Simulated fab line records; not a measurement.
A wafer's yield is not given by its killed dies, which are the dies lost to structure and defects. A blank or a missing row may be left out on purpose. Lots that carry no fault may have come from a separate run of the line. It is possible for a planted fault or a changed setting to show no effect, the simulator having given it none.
2 desks, one fault + flow sky130 + each desk holds nothing but its own numbers, with what lay behind them at the end

== DESK OF THE TOOL OWNER: pvd-sputter-04 ==
The tool's own readings at SKY_VIA2_SPUTTER_20 (material TiN, target thk 20 nm, time 80 s): means of the sampled wafers that have a number, for each lot that ran on this tool. Marked OUT: a lot whose mean sits more than 4 standard deviations from the usual mean, which makes it out of limits; the brackets give that distance.
Columns: A = cathode-dc-power-W at SKY_VIA2_SPUTTER_20, usual 4000.0 W; B = chamber-pressure-pa at SKY_VIA2_SPUTTER_20, usual 5.000 Pa; C = throttle-valve-pct at SKY_VIA2_SPUTTER_20, usual 29.9 %
| lot  | first seen here | A                        | B     | C    |
|------|-----------------|--------------------------|-------|------|
| L255 | day 40 10:40    | 4000.6                   | 5.006 | 30.3 |
| L259 | day 40 15:31    | 3520.1 (-99 or more) OUT | 5.002 | 30.8 |
| L261 | day 40 16:19    | 3520.7 (-99 or more) OUT | 4.996 | 30.4 |
This desk finds L259, L261 out of limits, L259 being first, at day 40 15:31 (cathode-dc-power-W at SKY_VIA2_SPUTTER_20). L255: within limits.

== THE METROLOGY DESK ==
What the gauges read, lot by lot, whatever tool the lot ran on: means of the sampled wafers that have a number. Marked OUT: a lot whose mean sits more than 4 standard deviations from the usual mean, which makes it out of limits; the brackets give that distance.
Columns: A = cd-nm at SKY_VIA2_CD_MEAS_12, usual 200.1 nm; B = VIA2_OVL at SKY_VIA2_OVL_MEAS_13, usual -1 nm
| lot  | first seen here | A     | B  |
|------|-----------------|-------|----|
| L251 | day 37 23:50    | 201.1 | -0 |
| L255 | day 40 09:47    | 201.8 | 3  |
| L259 | day 40 14:44    | 200.5 | -2 |
| L261 | day 40 15:29    | 200.1 | 3  |
| L268 | day 42 03:02    | 201.9 | -2 |
| L270 | day 43 14:47    | 200.7 | -1 |
This desk found nothing out of limits on any of the 6 lots.

== ALL TOGETHER ==
The tool owner's desk could have raised an alarm at day 40 15:31, on L259, L261.
From the metrology desk's view, nothing was out of limits.
The metrology desk has L259, L261 on record, within its limits.
On pvd-sputter-04, each named lot ran SKY_VIA2_SPUTTER_20.

== WHAT HAD BEEN PUT IN BY THE SIMULATOR ==
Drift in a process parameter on pvd-sputter-04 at SKY_VIA2_SPUTTER_20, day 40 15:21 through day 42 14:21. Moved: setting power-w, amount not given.
Struck lots among those shown: L259, L261.
Hours from the fault's start to each desk's first reading out of limits: the tool owner's desk, 0.
